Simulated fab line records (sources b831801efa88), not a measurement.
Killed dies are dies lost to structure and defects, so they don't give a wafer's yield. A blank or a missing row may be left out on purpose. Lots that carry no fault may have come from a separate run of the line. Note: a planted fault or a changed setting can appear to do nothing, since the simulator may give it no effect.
fab line records | flow sky130
[record] lots = 6 wafers = 18 last-day = 50
route steps=708 shown METAL2@503 VIA2@507 PAD_OPEN@708
lots that met no fault: from a run of the same line without faults
start-h: hours from the record's opening day to when the first of the lot's shown wafers began | wait-h: hours elapsed since this lot's preceding step | " same as the row above | L1.1+2: several wafers, shown together as one row | - value missing, or start not given | * or withheld: withheld | < > ~ a bound
route shown NAME@n: NAME is a module with steps in the file, n the number in the route of the first one | usual: mean/standard deviation of fault-free wafers | same: alike in all rows | chamber/n: place in a boat | sites: the reading at each site | _std_site: standard deviation of those values | _edge_site: outer sites' mean less inner sites' | radius-mm: how far each site lies from the wafer's centre | mask NAME#n: copy n | behind: the last tool/chamber to shape the wafer | hold: cause of the lot's hold/its duration in hours/its outcome | device: whichever transistor did not switch (one of n, p or np) | end of line: the tests these same wafers got at the end of their route | a step with no rows: only its recipe | killed: at the first sort, the dies lost to defects and structure; wafer yield is something else | map: dies across one wafer; x = killed, . = not, _ = none there
set.NAME: the setting as run; set.NAME@STEP: as run at that earlier step | model.NAME: the simulator's own value behind a step, which no gauge read
lots seen at some steps along the route; tables by step, rows by wafer
services: the hour from which a tool's chamber was out of use, counted from the record's first day as start-h (under 0 if before that day), plus the number of hours and why
[[steps]]
[step SKY_METAL2_STRIP_20]
[recipe] chemistry = O2/N2 power-w = 1400 pressure-mtorr = 1500 platen-temp-c = withheld o2-flow-sccm = 3000 n2-flow-sccm = 300 overash-fraction = 0.5
[usual] drypump-motor-current-A = 6.2/0.34 oes-product-au = 0.342/0.0044 strip-time-to-endpoint-s = 2.685/0.028
// columns lot.wafer tool chamber start-h wait-h drypump-motor-current-A oes-product-au rf-hours-counter-h strip-time-to-endpoint-s
L260.1 plasma-asher-02 1 814.14 0.1 6.0 0.332 99 2.648
L260.3 " 0 " " 6.3 0.347 - 2.680
L260.6 " 0 " " 6.3 0.341 - 2.668
L266.1 plasma-asher-02 0 879.44 0.1 6.3 0.343 105 2.687
L266.5 " 0 " " 6.4 0.341 - 2.684
L266.6 " 1 " " 6.0 0.341 - 2.739
L273.3 plasma-asher-03 1 926.62 0.1 6.0 0.343 - 2.704
L273.5 " 1 " " 6.0 0.349 - 2.716
L273.6 " 0 " " 6.1 0.339 - 2.718
L276.3 plasma-asher-03 1 935.08 0.1 6.0 0.346 - 2.706
L276.4 " 0 " " 6.1 0.340 - 2.671
L276.6 " 1 " " 6.0 0.349 - 2.713
L282.1 plasma-asher-02 1 984.54 0.1 6.0 0.335 116 2.676
L282.5 " 0 " " 6.3 0.344 - 2.645
L282.6 " 1 " " 6.0 0.338 - 2.646
L283.1 plasma-asher-02 0 986.29 0.1 6.3 0.344 116 2.732
L283.3 " 0 " " 6.3 0.351 - 2.751
L283.4 " 1 " " 6.0 0.349 - 2.733
[step SKY_METAL2_STRIP_21]
[recipe] chemistry = post-etch-residue-remover time-s = 1200 temp-c = 72.5
[step SKY_METAL2_CLEAN_22]
[recipe] chemistry = IPA time-s = 180 temp-c = 25
[step SKY_METAL2_CLEAN_23]
[recipe] chemistry = O3/DIW dry = n2-spin
[step SKY_VIA2_HDPCVD_00]
[recipe] material = SiO2 target-thk-nm = 1180 sigma-open-frac = 0.3 time-s = 196.7 temp-c = 400 sih4-flow-sccm = 60 pressure-mtorr = 6
[step SKY_VIA2_THK_MEAS_01]
[recipe] reads = SiO2_of_VIA2_HDPCVD_00
[usual] VIA2_HDPCVD_THK = 1175/14
// columns lot.wafer tool chamber start-h wait-h VIA2_HDPCVD_THK[nm]
L260.1 film-metro-03 - 814.90 0.1 1168
L260.3 " - " " 1178
L260.6 " - " " 1178
L266.1 film-metro-04 - 880.16 0.1 1176
L266.5 " - " " 1186
L266.6 " - " " 1173
L273.3 film-metro-02 - 927.33 0.1 1170
L273.5 " - " " 1164
L273.6 " - " " 1162
L276.3 film-metro-02 - 935.82 0.1 1173
L276.4 " - " " 1170
L276.6 " - " " 1173
L282.1 film-metro-03 - 985.31 0.1 1207
L282.5 " - " " 1188
L282.6 " - " " 1207
L283.1 film-metro-04 - 987.02 0.1 1170
L283.3 " - " " 1183
L283.4 " - " " 1166
[step SKY_VIA2_CMP_02]
[recipe] material = SiO2 down-force-psi = 4 platen-rpm = 60 pad-velocity-m-s = 0.94248
[usual] motor-current-A = 12.1/1.2
// columns lot.wafer tool chamber start-h wait-h motor-current-A
L260.1 cmp-01 2 815.06 0.1 14.2
L260.3 " 3 " " 13.0
L260.6 " 0 " " 11.0
L266.1 cmp-01 0 880.32 0.1 11.9
L266.6 " 2 " " 13.6
L266.5 " 3 " " 13.2
L273.3 cmp-01 2 927.37 0.0 14.0
L273.5 " 2 " " 13.3
L273.6 " 3 " " 12.6
L276.4 cmp-02 3 935.86 0.0 14.1
L276.3 " 1 " " 11.0
L276.6 " 0 " " 9.8
L282.1 cmp-02 0 985.52 0.2 9.9
L282.6 " 1 " " 12.0
L282.5 " 2 " " 12.4
L283.3 cmp-01 0 987.08 0.0 10.7
L283.1 " 1 " " 12.4
L283.4 " 3 " " 13.4
[step SKY_VIA2_BOW_MEAS_03]
[recipe] mode = bow
[usual] VIA2_BOW = 84/7
// columns lot.wafer tool chamber start-h wait-h VIA2_BOW[um]
L260.1 film-metro-02 - 815.26 0.1 83
L260.3 " - " " 89
L260.6 " - " " 85
L266.1 film-metro-02 - 880.52 0.1 76
L266.5 " - " " 72
L266.6 " - " " 74
L273.3 film-metro-02 - 927.71 0.3 82
L273.5 " - " " 87
L273.6 " - " " 82
L276.3 film-metro-02 - 936.20 0.2 87
L276.4 " - " " 75
L276.6 " - " " 78
L282.1 film-metro-02 - 985.67 0.1 82
L282.5 " - " " 82
L282.6 " - " " 84
L283.1 film-metro-02 - 987.38 0.2 96
L283.3 " - " " 92
L283.4 " - " " 86
[step SKY_VIA2_DEHYDRATE_04]
[recipe] temp-c = 200 time-s = 60
[step SKY_VIA2_HMDS_05]
[recipe] prime-time-s = 60 prime-temp-c = 120
[step SKY_VIA2_COAT_06]
[recipe] resist = BARC temp-c = withheld time-s = withheld spin-rpm = 3000 resist-thk-nm = 60
[step SKY_VIA2_COAT_07]
[recipe] resist = KrF-thick spin-rpm = 3000 resist-thk-nm = 450
[step SKY_VIA2_SOFTBAKE_08]
[recipe] temp-c = 100 time-s = 90 resist = KrF-thick
[usual] heater-power-total-W = 57.36/0.11 resist-line-temp-C = 23.02/0.11 run-length-s = 119.23/0.16
// columns lot.wafer tool chamber start-h wait-h heater-power-total-W resist-line-temp-C run-length-s
L260.1 litho-track-02 0 828 - 57.32 23.03 119.05
L260.3 " 0 " " 57.41 23.36 119.23
L260.6 " 0 " " 57.44 23.01 118.97
L266.1 litho-track-01 0 893 - 57.43 22.99 119.35
L266.5 " 0 " " 57.37 23.09 119.48
L266.6 " 0 " " 57.19 22.93 119.43
L273.3 litho-track-01 0 939 - 63.61 23.14 95.51
L273.5 " 0 " " 63.71 22.97 95.51
L273.6 " 0 " " 63.67 23.06 95.49
L276.3 litho-track-01 0 948 - 63.56 23.01 95.68
L276.4 " 0 " " 63.24 23.00 95.42
L276.6 " 0 " " 63.46 22.96 95.54
L282.1 litho-track-03 0 998 - 57.19 22.92 119.21
L282.5 " 0 " " 57.42 22.73 119.15
L282.6 " 0 " " 57.28 23.04 119.10
L283.1 litho-track-03 0 999 - 57.41 22.95 119.30
L283.3 " 0 " " 57.21 22.88 119.28
L283.4 " 0 " " 57.33 23.03 119.09
[step SKY_VIA2_EXPOSE_09]
[recipe] mask-id = VIM2 na = 0.8 source-shape = annular sigma-inner = 0.55 sigma-outer = 0.85 target-cd-nm = 200 dose-mj = 38
[step SKY_PAD_OPEN_PROBE_99]
[usual] defect-limited-yield = 82.3/1.9 killed_at_M0_to_M3 = 43/6.7 killed_at_M4_up = 3.2/1.8 killed-at-contacts = 25/5.2 killed-at-front-end = 15/4.4 killed-at-other = 0.2/0.4 killed-dies = 87/9.3 killed-open = 48/7.1 killed-short = 39/6 sort_bin_3_pad_short = 0.9/0.41 sort_bin_5_function = 10.5/1.4 sort_bin_6_memory = 6.3/1.1 sort-n-pass = 405/9.3 sort-yield-pct = 82.3/1.9
[same] gross-dies = 492 killed-at-back-side = 0 sort_bin_4_leakage[%] = 0 sort_bin_8_speed[%] = 0
// columns lot.wafer tool chamber start-h wait-h defect-limited-yield[%] killed_at_M0_to_M3 killed_at_M4_up killed-at-contacts killed-at-front-end killed-at-other killed-dies killed-open killed-short sort_bin_3_pad_short[%] sort_bin_5_function[%] sort_bin_6_memory[%] sort-n-pass sort-yield-pct[%]
L260.1 prober-01 - 1078.25 0.1 81.5 43 3 21 23 1 91 47 44 1.0 10.0 7.5 401 81.5
L260.3 prober-01 - 1078.35 0.2 84.6 28 2 28 18 0 76 48 28 0.8 8.1 6.5 416 84.6
L260.6 prober-01 - 1078.50 0.2 81.7 48 0 26 16 0 90 54 36 1.4 11.6 5.3 402 81.7
L266.1 prober-02 - 1120.49 0.1 83.7 43 0 28 9 0 80 45 35 0.8 9.1 6.3 412 83.7
L266.5 prober-02 - 1120.69 0.2 80.5 53 3 25 15 0 96 50 46 2.2 10.0 7.3 396 80.5
L266.6 prober-02 - 1120.74 0.2 82.9 42 2 24 16 0 84 44 40 1.0 8.5 7.5 408 82.9
L273.3 prober-01 - 1158.55 0.2 82.3 48 1 22 16 0 87 45 42 1.0 10.4 6.3 405 82.3
L273.5 prober-01 - 1158.65 0.2 81.3 41 4 31 16 0 92 51 41 0.4 12.6 5.7 400 81.3
L273.6 prober-01 - 1158.70 0.2 80.7 43 0 30 22 0 95 52 43 1.0 12.4 5.9 397 80.7
L276.3 prober-01 - 1165.60 0.2 79.7 48 4 32 16 0 100 58 42 1.2 13.0 6.1 392 79.7
L276.4 prober-01 - 1165.65 0.2 81.3 35 6 31 20 0 92 51 41 0.8 11.8 6.1 400 81.3
L276.6 prober-01 - 1165.75 0.2 82.7 41 6 18 20 0 85 45 40 1.4 10.8 5.1 407 82.7
L282.1 prober-01 - 1199.92 0.1 83.9 45 5 16 13 0 79 31 48 0.4 10.0 5.7 413 83.9
L282.5 prober-01 - 1200.12 0.2 85.6 30 5 25 10 1 71 43 28 0.4 7.5 6.5 421 85.6
L282.6 prober-01 - 1200.17 0.2 82.5 47 4 23 12 0 86 50 36 0.6 8.9 7.9 406 82.5
L283.1 prober-02 - 1201.42 0.1 83.1 40 5 27 11 0 83 48 35 1.0 8.9 6.9 409 83.1
L283.3 prober-02 - 1201.52 0.2 83.1 52 2 21 7 1 83 49 34 0.6 10.2 6.1 409 83.1
L283.4 prober-02 - 1201.57 0.2 84.8 37 2 25 11 0 75 36 39 2.2 7.7 5.3 417 84.8
// killed by level:class
L260.1 VIA1:geometric-particle:open=9 VIA2:geometric-particle:open=7 POLY_GATE:geometric-particle:open=7 POLY_GATE:geometric-particle:short=7 METAL2:geometric-particle:short=7 LI_CONTACT:geometric-particle:open=6 CONTACT:geometric-particle:open=6 FIELD_ISO:geometric-particle:open=5
L260.3 LI_CONTACT:geometric-particle:open=10 CONTACT:geometric-particle:open=10 VIA1:geometric-particle:open=7 FIELD_ISO:geometric-particle:open=6 VIA2:geometric-particle:open=6 VIA3:geometric-particle:open=5 FIELD_ISO:geometric-particle:short=4 CONTACT:geometric-particle:short=4
L260.6 VIA1:geometric-particle:open=13 CONTACT:geometric-particle:open=10 VIA3:geometric-particle:open=7 FIELD_ISO:geometric-particle:open=6 LOCAL_INTERCONNECT:geometric-particle:short=6 FIELD_ISO:geometric-particle:short=5 LI_CONTACT:geometric-particle:open=5 VIA1:geometric-particle:short=5
L266.1 VIA1:geometric-particle:open=12 CONTACT:geometric-particle:open=9 CONTACT:geometric-particle:short=8 VIA3:geometric-particle:open=7 LOCAL_INTERCONNECT:geometric-particle:short=6 VIA1:geometric-particle:short=5 LI_CONTACT:geometric-particle:open=4 VIA2:geometric-particle:open=4
L266.5 VIA2:geometric-particle:open=10 VIA1:geometric-particle:short=10 LI_CONTACT:geometric-particle:open=8 VIA1:geometric-particle:open=8 VIA3:geometric-particle:open=8 CONTACT:geometric-particle:open=6 LOCAL_INTERCONNECT:geometric-particle:short=5 METAL2:geometric-particle:short=5
L266.6 VIA1:geometric-particle:open=12 CONTACT:geometric-particle:open=9 METAL1:geometric-particle:short=6 VIA3:geometric-particle:open=6 VIA1:geometric-particle:short=6 LI_CONTACT:geometric-particle:open=5 VIA2:geometric-particle:open=5 FIELD_ISO:geometric-particle:short=4
L273.3 VIA1:geometric-particle:open=12 FIELD_ISO:geometric-particle:short=8 LI_CONTACT:geometric-particle:open=8 VIA3:geometric-particle:open=6 VIA2:geometric-particle:open=6 METAL1:geometric-particle:short=6 VIA1:geometric-particle:short=6 LI_CONTACT:geometric-particle:short=4
L273.5 CONTACT:geometric-particle:open=14 VIA1:geometric-particle:open=9 CONTACT:geometric-particle:short=6 VIA3:geometric-particle:open=6 LI_CONTACT:geometric-particle:open=5 VIA1:geometric-particle:short=5 METAL2:geometric-particle:short=5 FIELD_ISO:geometric-particle:open=4
L273.6 VIA1:geometric-particle:open=13 LI_CONTACT:geometric-particle:open=8 FIELD_ISO:geometric-particle:short=7 FIELD_ISO:geometric-particle:open=6 LOCAL_INTERCONNECT:geometric-particle:short=6 CONTACT:geometric-particle:open=6 METAL2:geometric-particle:short=6 LI_CONTACT:geometric-particle:short=5
L276.3 CONTACT:geometric-particle:open=14 VIA1:geometric-particle:open=12 LI_CONTACT:geometric-particle:open=8 VIA2:geometric-particle:open=7 LOCAL_INTERCONNECT:geometric-particle:short=6 METAL1:geometric-particle:short=6 VIA3:geometric-particle:open=6 SPACER:geometric-particle:short=5
L276.4 CONTACT:geometric-particle:open=13 VIA1:geometric-particle:open=8 VIA3:geometric-particle:open=8 LOCAL_INTERCONNECT:geometric-particle:short=6 FIELD_ISO:geometric-particle:open=5 FIELD_ISO:geometric-particle:short=5 METAL2:geometric-particle:short=5 POLY_GATE:geometric-particle:open=4
L276.6 VIA1:geometric-particle:open=9 VIA1:geometric-particle:short=7 VIA2:geometric-particle:open=7 LI_CONTACT:geometric-particle:open=6 METAL1:geometric-particle:short=6 VIA3:geometric-particle:open=6 METAL4:geometric-particle:short=5 FIELD_ISO:geometric-particle:short=4
L282.1 VIA1:geometric-particle:open=10 METAL1:geometric-particle:short=7 METAL2:geometric-particle:short=5 CONTACT:geometric-particle:open=5 VIA1:geometric-particle:short=5 METAL4:geometric-particle:short=5 POLY_GATE:geometric-particle:short=4 LOCAL_INTERCONNECT:geometric-particle:short=4
L282.5 CONTACT:geometric-particle:open=10 VIA3:geometric-particle:open=8 VIA1:geometric-particle:open=7 LI_CONTACT:geometric-particle:open=6 CONTACT:geometric-particle:short=5 POLY_GATE:geometric-particle:short=4 VIA1:geometric-particle:short=4 VIA2:geometric-particle:open=4
L282.6 VIA1:geometric-particle:open=18 VIA1:geometric-particle:short=7 LI_CONTACT:geometric-particle:open=7 LOCAL_INTERCONNECT:geometric-particle:short=7 VIA3:geometric-particle:open=6 CONTACT:geometric-particle:open=6 VIA2:geometric-particle:open=5 METAL1:geometric-particle:short=4
L283.1 CONTACT:geometric-particle:open=10 VIA3:geometric-particle:open=7 METAL2:geometric-particle:short=7 LI_CONTACT:geometric-particle:open=6 VIA1:geometric-particle:short=6 CONTACT:geometric-particle:short=5 VIA2:geometric-particle:open=5 FIELD_ISO:geometric-particle:open=4
L283.3 VIA2:geometric-particle:open=11 VIA1:geometric-particle:open=9 LI_CONTACT:geometric-particle:open=8 CONTACT:geometric-particle:open=7 METAL2:geometric-particle:short=6 VIA3:geometric-particle:open=6 VIA1:geometric-particle:short=5 METAL1:geometric-particle:short=4
L283.4 LI_CONTACT:geometric-particle:open=9 METAL2:geometric-particle:short=7 CONTACT:geometric-particle:open=6 VIA1:geometric-particle:open=5 LOCAL_INTERCONNECT:geometric-particle:short=5 METAL1:geometric-particle:short=4 VIA3:geometric-particle:open=4 METAL3:geometric-particle:short=4
[[services]]
// columns tool chamber start-h hours kind
cmp-02 - 806.96 1.1 repair
plasma-asher-02 - 865.10 2.8 pm
cmp-01 - 884.93 12.3 pm
cmp-02 - 902.09 2.6 repair
cmp-02 - 912.00 4.0 pm
cmp-02 - 916.00 - consumable-replace:conditioner
cmp-02 - 916.00 - consumable-replace:pad
cmp-01 - 942.26 0.4 repair
cmp-01 - 995.22 0.8 repair
[[key]]
[first-sign] step = SKY_VIA2_SOFTBAKE_08 reading = run-length-s direction = down sigmas = 99+ usual = * struck = *
[effect] step = SKY_VIA2_SOFTBAKE_08 reading = heater-power-total-W direction = up sigmas = 55 usual = * struck = *
met-at SKY_VIA2_SOFTBAKE_08
struck-wafers L273.3,L273.5,L273.6,L276.3,L276.4,L276.6
[fault] kind = process-parameter-drift tool = litho-track-01 chamber = - onset-h = 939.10 steps = SKY_VIA2_SOFTBAKE_08 channel = time-s offset = * shape = step end-h = 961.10 acts-in = * stated = *
